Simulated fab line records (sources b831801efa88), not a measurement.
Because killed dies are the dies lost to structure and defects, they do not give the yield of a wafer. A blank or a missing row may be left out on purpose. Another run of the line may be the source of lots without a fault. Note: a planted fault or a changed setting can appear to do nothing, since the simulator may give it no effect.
fab line records + flow sky130
record:
- lots: 5
- wafers: 15
- last_day: 46
route steps=708 shown VIA1@460 METAL2@483 PAD_OPEN@708
lots that met no fault: taken from a fault-free run of the same line
start_h: start of the lot's first displayed wafer, in hours after the record's first day + wait_h: how many hours have passed since the lot's step before this one + " repeats the value in the row above + L1.1+2: one row covering several wafers at once + - either no value or no given start + * or withheld: withheld + < > ~ a bound
route shown NAME@n: NAME is a module with steps in the file, n the number in the route of the first one + usual: mean/standard deviation of fault-free wafers + same: alike in all rows + chamber/n: place in a boat + sites: readings site by site + _std_site: standard deviation of those values + _edge_site: outer sites' mean less inner sites' + radius_mm: for every site, how far away it sits from the centre of the wafer + mask NAME#n: copy n + behind: the tool/chamber that last shaped the wafer + hold: cause of the lot's hold/its duration in hours/its outcome + device: names the non-switching transistor (n, p or np) + end of line: the tests these same wafers got at the end of their route + where a step has no rows: the recipe by itself + killed: the dies lost at the first sort to structure and to defects; this is not the yield of the wafer + map: dies across one wafer; x = killed, . = not, _ = none there
set.NAME: the setting as run; set.NAME@STEP: as run at that earlier step + model.NAME: the simulator's own value behind a step, which no gauge read
certain route steps with their lots: each step a table, each wafer a row
services: a tool's chamber out of use, with start hour (start_h, from the record's first day; less than 0 if before it), hours out, and reason
== steps ==
step: SKY_VIA1_CMP_02
recipe:
- material: SiO2
- down_force_psi: 4
- platen_rpm: 60
- pad_velocity_m_s: 0.94248
step: SKY_VIA1_DEHYDRATE_04
recipe:
- temp_c: 200
- time_s: 60
step: SKY_VIA1_HMDS_05
recipe:
- prime_time_s: 60
- prime_temp_c: 120
step: SKY_VIA1_COAT_06
recipe:
- resist: BARC
- temp_c: withheld
- time_s: withheld
- spin_rpm: 3000
- resist_thk_nm: 60
step: SKY_VIA1_COAT_07
recipe:
- resist: KrF-thick
- spin_rpm: 3000
- resist_thk_nm: 450
step: SKY_VIA1_SOFTBAKE_08
recipe:
- temp_c: 100
- time_s: 90
- resist: KrF-thick
step: SKY_VIA1_EXPOSE_09
recipe:
- mask_id: VIM
- na: 0.8
- source_shape: annular
- sigma_inner: 0.55
- sigma_outer: 0.85
- target_cd_nm: 150
- dose_mj: 38
step: SKY_VIA1_PEB_10
recipe:
- peb_temp_c: withheld
- peb_time_s: withheld
- resist: KrF-thick
step: SKY_VIA1_DEVELOP_11
recipe:
- develop_time_s: 60
- resist: KrF-thick
- dev_temp_c: 21
step: SKY_VIA1_ETCH_14
recipe:
- chemistry: N2/H2
- target: BARC
- ion_energy_ev: 200
- source_w: 500
- bias_w: 100
- pressure_mtorr: 30
- n2_flow_sccm: 100
- h2_flow_sccm: 200
- stop_on: SiO2
- time_s: 45.9
- target_depth_a: 600
usual:
- drypump_motor_current_A: 5.6/0.62
- oes_product_au: 0.855/0.0046
- throttle_valve_pct: 13.225/0.0096
| lot.wafer | tool        | chamber | start_h | wait_h | drypump_motor_current_A | oes_product_au | rf_hours_counter_h | throttle_valve_pct |
|-----------|-------------|---------|---------|--------|-------------------------|----------------|--------------------|--------------------|
| L241.2    | rie_diel-04 | 1       | 745.82  | 0.0    | 6.4                     | 0.852          | 17                 | 13.227             |
| L241.4    | "           | 0       | "       | "      | 6.4                     | 0.855          | 5                  | 13.217             |
| L241.5    | "           | 2       | "       | "      | 5.2                     | 0.853          | -                  | 13.227             |
| L251.1    | rie_diel-04 | 1       | 809.59  | 0.0    | 6.4                     | 0.853          | 19                 | 13.219             |
| L251.3    | "           | 3       | "       | "      | 5.8                     | 0.861          | 14                 | 13.231             |
| L251.6    | "           | 0       | "       | "      | 6.4                     | 0.854          | -                  | 13.227             |
| L252.2    | rie_diel-01 | 3       | 817.89  | 0.0    | 4.6                     | 0.856          | 14                 | 13.229             |
| L252.5    | "           | 1       | "       | "      | 6.2                     | 0.851          | -                  | 13.235             |
| L252.6    | "           | 0       | "       | "      | 5.3                     | 0.857          | -                  | 13.220             |
| L253.2    | rie_diel-04 | 3       | 819.59  | 0.0    | 5.8                     | 0.858          | 15                 | 13.229             |
| L253.3    | "           | 0       | "       | "      | 6.5                     | 0.854          | 6                  | 13.230             |
| L253.5    | "           | 0       | "       | "      | 6.4                     | 0.856          | -                  | 13.230             |
| L255.2    | rie_diel-04 | 0       | 841.84  | 0.0    | 6.4                     | 0.849          | 7                  | 13.228             |
| L255.3    | "           | 1       | "       | "      | 6.4                     | 0.852          | 20                 | 13.233             |
| L255.4    | "           | 3       | "       | "      | 5.8                     | 0.857          | 16                 | 13.229             |
step: SKY_VIA1_ETCH_15
recipe:
- target: SiO2
- chemistry: C4F8/O2/Ar
- target_depth_nm: 351
- stop_on: TiN
- mask_material: KrF-thick
- source_w: 1500
- bias_w: 1200
- pressure_mtorr: 40
- c4f8_flow_sccm: withheld
- O2_flow_sccm: 6
- Ar_flow_sccm: 300
- time_s: 54
step: SKY_VIA1_STRIP_16
recipe:
- chemistry: O2/N2
- power_w: 1400
- pressure_mtorr: 1500
- platen_temp_c: withheld
- o2_flow_sccm: 3000
- n2_flow_sccm: 300
- overash_fraction: 0.5
step: SKY_VIA1_STRIP_17
recipe:
- chemistry: post_etch_residue_remover
- time_s: 1200
- temp_c: 72.5
step: SKY_VIA1_CLEAN_18
recipe:
- chemistry: IPA
- time_s: 180
- temp_c: 25
step: SKY_VIA1_CLEAN_19
recipe:
- chemistry: O3/DIW
- dry: n2_spin
step: SKY_VIA1_SPUTTER_20
recipe:
- material: TiN
- target_thk_nm: 20
- chamber_pressure_pa: 5
- power_w: 4000
- time_s: 80
step: SKY_VIA1_CVD_21
recipe:
- material: W
- target_thk_nm: 270
- time_s: 80.902
- temp_c: 400
- pressure_torr: 40
step: SKY_VIA1_CMP_24
recipe:
- stop_on: SiO2
- t_overpolish_s: 15
- down_force_psi: 3.5
- platen_rpm: 60
- target_thk_nm: 0
- pad_velocity_m_s: 0.94248
step: SKY_METAL2_SPUTTER_00
recipe:
- material: Ti
- target_thk_nm: 15
- power_w: 3000
- time_s: 10
- chamber_pressure_pa: 0.4
step: SKY_METAL2_SPUTTER_01
recipe:
- material: TiN
- target_thk_nm: 20
- power_w: 6500
- time_s: 16.7
- chamber_pressure_pa: 0.4
step: SKY_METAL2_SPUTTER_02
recipe:
- material: AlCu
- target_thk_nm: 250
- power_w: 10600
- time_s: 13.3
- chamber_pressure_pa: 0.4
step: SKY_METAL2_SPUTTER_03
recipe:
- material: Ti
- target_thk_nm: 5
- power_w: 3000
- time_s: 3.3
- chamber_pressure_pa: 0.4
step: SKY_METAL2_SPUTTER_04
recipe:
- material: TiN
- target_thk_nm: 70
- power_w: 6500
- time_s: 58.3
- chamber_pressure_pa: 0.4
step: SKY_METAL2_DEHYDRATE_07
recipe:
- temp_c: 200
- time_s: 60
step: SKY_METAL2_HMDS_08
recipe:
- prime_time_s: 60
- prime_temp_c: 120
step: SKY_METAL2_COAT_09
recipe:
- resist: BARC
- temp_c: withheld
- time_s: withheld
- spin_rpm: 3000
- resist_thk_nm: 60
step: SKY_METAL2_COAT_10
recipe:
- resist: KrF-thick
- spin_rpm: 3000
- resist_thk_nm: 450
step: SKY_METAL2_SOFTBAKE_11
recipe:
- temp_c: 100
- time_s: 90
- resist: KrF-thick
step: SKY_METAL2_EXPOSE_12
recipe:
- mask_id: MM2
- na: 0.8
- source_shape: annular
- sigma_inner: 0.55
- sigma_outer: 0.85
- target_cd_nm: 140
- dose_mj: 28
step: SKY_METAL2_PEB_13
recipe:
- peb_temp_c: withheld
- peb_time_s: withheld
- resist: KrF-thick
step: SKY_METAL2_DEVELOP_14
recipe:
- develop_time_s: 60
- resist: KrF-thick
- dev_temp_c: 21
step: SKY_METAL2_DESCUM_17
recipe:
- chemistry: O2
- source_power_w: 150
- bias_power_w: 0
- pressure_mtorr: 10
- temp_c: 40
- time_s: 8
step: SKY_METAL2_ETCH_18
recipe:
- chemistry: N2/H2
- target: BARC
- ion_energy_ev: 200
- bias_w: 100
- pressure_mtorr: 30
- n2_flow_sccm: 100
- h2_flow_sccm: 200
- icp_w: 500
- stop_on: SiO2
- time_s: 45.9
- target_depth_a: 600
step: SKY_PAD_OPEN_PROBE_99
usual:
- defect_limited_yield: 82.5/1.9
- killed_at_M0_to_M3: 43/7
- killed_at_M4_up: 2.7/1.6
- killed_at_contacts: 24/5.3
- killed_at_front_end: 16/4.6
- killed_at_other: 0.3/0.53
- killed_dies: 86/9.3
- killed_open: 47/6.9
- killed_short: 38/6.1
- sort_bin_3_pad_short: 0.9/0.4
- sort_bin_5_function: 10.3/1.4
- sort_bin_6_memory: 6.3/1.1
- sort_n_pass: 406/9.3
- sort_yield_pct: 82.5/1.9
same:
- gross_dies: 492
- killed_at_back_side: 0
- sort_bin_4_leakage[%]: 0
- sort_bin_8_speed[%]: 0
| lot.wafer | tool      | chamber | start_h | wait_h | defect_limited_yield[%] | killed_at_M0_to_M3 | killed_at_M4_up | killed_at_contacts | killed_at_front_end | killed_at_other | killed_dies | killed_open | killed_short | sort_bin_3_pad_short[%] | sort_bin_5_function[%] | sort_bin_6_memory[%] | sort_n_pass | sort_yield_pct[%] | model.etest.tester.sort_n_pass | model.etest.tester.sort_yield_pct | model.etest.tester.sort_bin_5_pct | model.etest.tester.sort_bin_3_pct |
|-----------|-----------|---------|---------|--------|-------------------------|--------------------|-----------------|--------------------|---------------------|-----------------|-------------|-------------|--------------|-------------------------|------------------------|----------------------|-------------|-------------------|--------------------------------|-----------------------------------|-----------------------------------|-----------------------------------|
| L241.2    | prober-01 | -       | 1042.06 | 0.1    | 80.1                    | 53                 | 5               | 23                 | 16                  | 1               | 98          | 68          | 30           | 0.6                     | 11.6                   | 7.7                  | 394         | 80.1              | 394                            | 80.08                             | 11.59                             | 0.6098                            |
| L241.4    | prober-01 | -       | 1042.16 | 0.2    | 82.5                    | 38                 | 1               | 24                 | 23                  | 0               | 86          | 51          | 35           | 0.8                     | 10.6                   | 6.1                  | 406         | 82.5              | 406                            | 82.52                             | 10.57                             | 0.813                             |
| L241.5    | prober-01 | -       | 1042.21 | 0.2    | 79.5                    | 42                 | 1               | 30                 | 28                  | 0               | 101         | 55          | 45           | 1.8                     | 12.6                   | 6.1                  | 391         | 79.5              | 391                            | 79.47                             | 12.6                              | 1.829                             |
| L251.1    | prober-01 | -       | 1090.31 | 0.1    | 84.6                    | 34                 | 5               | 27                 | 10                  | 0               | 76          | 37          | 38           | 1.0                     | 8.5                    | 5.9                  | 416         | 84.6              | 416                            | 84.55                             | 8.537                             | 1.016                             |
| L251.3    | prober-01 | -       | 1090.41 | 0.2    | 85.2                    | 37                 | 3               | 22                 | 11                  | 0               | 73          | 35          | 37           | 0.4                     | 9.6                    | 4.9                  | 419         | 85.2              | 419                            | 85.16                             | 9.553                             | 0.4065                            |
| L251.6    | prober-01 | -       | 1090.56 | 0.2    | 72.4                    | 88                 | 1               | 27                 | 20                  | 0               | 136         | 40          | 39           | 3.9                     | 16.9                   | 6.9                  | 356         | 72.4              | 356                            | 72.36                             | 16.87                             | 3.862                             |
| L253.3    | prober-01 | -       | 1099.01 | 0.2    | 71.7                    | 103                | 3               | 23                 | 10                  | 0               | 139         | 44          | 39           | 2.0                     | 18.9                   | 7.3                  | 353         | 71.7              | 353                            | 71.75                             | 18.9                              | 2.033                             |
| L253.5    | prober-01 | -       | 1099.11 | 0.2    | 73.4                    | 94                 | 1               | 25                 | 11                  | 0               | 131         | 43          | 34           | 2.8                     | 16.1                   | 7.7                  | 361         | 73.4              | 361                            | 73.37                             | 16.06                             | 2.846                             |
| L255.2    | prober-01 | -       | 1113.51 | 0.1    | 71.5                    | 94                 | 5               | 25                 | 16                  | 0               | 140         | 50          | 33           | 2.8                     | 19.9                   | 5.7                  | 352         | 71.5              | 352                            | 71.54                             | 19.92                             | 2.846                             |
| L255.3    | prober-01 | -       | 1113.56 | 0.2    | 85.0                    | 38                 | 2               | 15                 | 19                  | 0               | 74          | 44          | 29           | 0.6                     | 9.3                    | 5.1                  | 418         | 85.0              | 418                            | 84.96                             | 9.35                              | 0.6098                            |
| L255.4    | prober-01 | -       | 1113.61 | 0.2    | 83.9                    | 42                 | 6               | 11                 | 20                  | 0               | 79          | 44          | 34           | 0.4                     | 10.2                   | 5.5                  | 413         | 83.9              | 413                            | 83.94                             | 10.16                             | 0.4065                            |
killed by level:class
L241.2 VIA1:geometric_particle:open=16 VIA2:geometric_particle:open=12 LI_CONTACT:geometric_particle:open=9 FIELD_ISO:geometric_particle:open=8 CONTACT:geometric_particle:open=7 METAL2:geometric_particle:short=5 VIA3:geometric_particle:open=4 METAL1:geometric_particle:short=4
L241.4 VIA1:geometric_particle:open=11 CONTACT:geometric_particle:open=9 POLY_GATE:geometric_particle:short=9 POLY_GATE:geometric_particle:open=7 VIA2:geometric_particle:open=7 METAL3:geometric_particle:short=4 LI_CONTACT:geometric_particle:open=4 CONTACT:geometric_particle:short=4
L241.5 FIELD_ISO:geometric_particle:short=11 CONTACT:geometric_particle:open=11 VIA1:geometric_particle:open=11 LI_CONTACT:geometric_particle:open=9 FIELD_ISO:geometric_particle:open=8 VIA1:geometric_particle:short=6 METAL2:geometric_particle:short=5 VIA3:geometric_particle:open=5
L251.1 CONTACT:geometric_particle:open=11 METAL1:geometric_particle:short=8 LOCAL_INTERCONNECT:geometric_particle:short=5 LI_CONTACT:geometric_particle:open=4 METAL4:geometric_particle:short=4 METAL2:geometric_particle:short=4 VIA1:geometric_particle:open=4 FIELD_ISO:geometric_particle:open=3
L251.3 VIA1:geometric_particle:open=10 CONTACT:geometric_particle:open=8 VIA3:geometric_particle:open=6 METAL1:geometric_particle:short=5 METAL2:geometric_particle:short=5 LI_CONTACT:geometric_particle:short=4 VIA2:geometric_particle:open=4 POLY_CUT:geometric_particle:short=3
L251.6 VIA1:unspecified=56 CONTACT:geometric_particle:open=10 CONTACT:geometric_particle:short=8 VIA1:geometric_particle:open=7 POLY_GATE:geometric_particle:short=6 METAL2:geometric_particle:short=6 VIA3:geometric_particle:open=5 FIELD_ISO:geometric_particle:short=4
L253.3 VIA1:unspecified=56 VIA1:geometric_particle:open=11 CONTACT:geometric_particle:open=7 LI_CONTACT:geometric_particle:open=6 VIA2:geometric_particle:open=6 VIA3:geometric_particle:open=6 VIA1:geometric_particle:short=5 CONTACT:geometric_particle:short=4
L253.5 VIA1:unspecified=54 VIA1:geometric_particle:open=12 LI_CONTACT:geometric_particle:open=8 CONTACT:geometric_particle:open=7 METAL1:geometric_particle:short=6 VIA1:geometric_particle:short=5 FIELD_ISO:geometric_particle:short=4 LOCAL_INTERCONNECT:geometric_particle:short=4
L255.2 VIA1:unspecified=57 CONTACT:geometric_particle:open=10 VIA1:geometric_particle:open=9 FIELD_ISO:geometric_particle:open=7 LI_CONTACT:geometric_particle:open=6 CONTACT:geometric_particle:short=6 VIA2:geometric_particle:open=6 VIA3:geometric_particle:open=6
L255.3 LI_CONTACT:geometric_particle:open=7 VIA1:geometric_particle:open=7 VIA2:geometric_particle:open=7 FIELD_ISO:geometric_particle:open=6 METAL2:geometric_particle:short=6 POLY_GATE:geometric_particle:open=5 VIA1:geometric_particle:short=5 VIA3:geometric_particle:open=5
L255.4 VIA1:geometric_particle:open=17 VIA2:geometric_particle:open=7 METAL2:geometric_particle:short=6 FIELD_ISO:geometric_particle:open=4 FIELD_ISO:geometric_particle:short=4 VIA3:geometric_particle:open=4 CONTACT:geometric_particle:open=4 VIA1:geometric_particle:short=4
map L251.6 (x killed, . not)
__________.........._________
________.x..x........._______
______.x.x..........x.x._____
_____x....x......x....x..____
____....x....x.........x..___
___x......x.......x........__
__x..x..x......x.x.........._
_.xx.x....x....x.......x.....
_..........x.....x...x..x...x
_.x....x.xx.x.xxx..x.......x.
_.xx........xxxxxxx......x...
_.x........xxxxxxx.xx.......x
_........xxxxxxxxxxxxxx...x..
_..x...x..xx.xxxxxxxxx.x..x..
_....xxx..x.xxxxxxxx.....x..x
__x.......x..xxxxxx.......x._
___..........xxx...x.x...x.__
____....x....x..x.........___
_____..x.x.......x.x.....____
______x....x.........x.._____
________.x..x.x......._______
__________...x......_________
map L253.3 (x killed, . not)
__________.x....x.x._________
________x.......xxxx.x_______
______x................._____
_____..x....x.........x.x____
____...x.x...x..........x.___
___.x.........x........x...__
__x...x.x.........x......x.x_
_.............xx....x.x....xx
_.....xx..x.....x...x...x....
_.......x....xxx......x..x.x.
_x...x..x...xxxxxxxx.x.x.xx.x
_..........xxxxxxxxxx..x....x
_.x........xxxxxxxxxx...x....
_.......x..xxxxxxx..xx.......
_x.....x.x.xxxxxxxx.....x....
__x...x....xxxxxx.xx..x....._
___.x.......x..x.xx.....x..__
____....xxx....x..........___
_____....................____
______....xx.....x.x...._____
________...x.....x...._______
__________.x..xx.x.._________
== services ==
| tool        | chamber | start_h | hours | kind           |
|-------------|---------|---------|-------|----------------|
| rie_diel-01 | 2       | 742.39  | -     | clean          |
| rie_diel-01 | 2       | 742.39  | 19.0  | scheduled_down |
| rie_diel-01 | 2       | 742.39  | 19.0  | vent_cycle     |
| rie_diel-04 | 2       | 810.73  | -     | clean          |
| rie_diel-04 | 2       | 810.73  | 13.1  | scheduled_down |
| rie_diel-04 | 2       | 810.73  | 13.1  | vent_cycle     |
| rie_diel-04 | 2       | 831.35  | 3.2   | repair         |
== key ==
first_sign:
- step: SKY_PAD_OPEN_PROBE_99
- reading: killed_at_M0_to_M3
- direction: up
- sigmas: 7.4
- usual: 43
- struck: 95
effect:
- step: SKY_PAD_OPEN_PROBE_99
- reading: sort_bin_5_function
- direction: up
- sigmas: 5.5
- usual: 10.3
- struck: 17.9
model_effect:
- step: SKY_PAD_OPEN_PROBE_99
- value: etest.tester.sort_n_pass
- without: 405
- struck: 355.5
met_at SKY_VIA1_ETCH_14
struck_wafers L251.6,L253.3,L253.5,L255.2
onset_between 745.82 809.59
fault:
- kind: chamber_particle_source
- tool: rie_diel-04
- chamber: 0
- onset_h: 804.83
- steps: SKY_VIA1_ETCH_14
- rate_per_visit_cm2: 0.92769
- end_h: 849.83
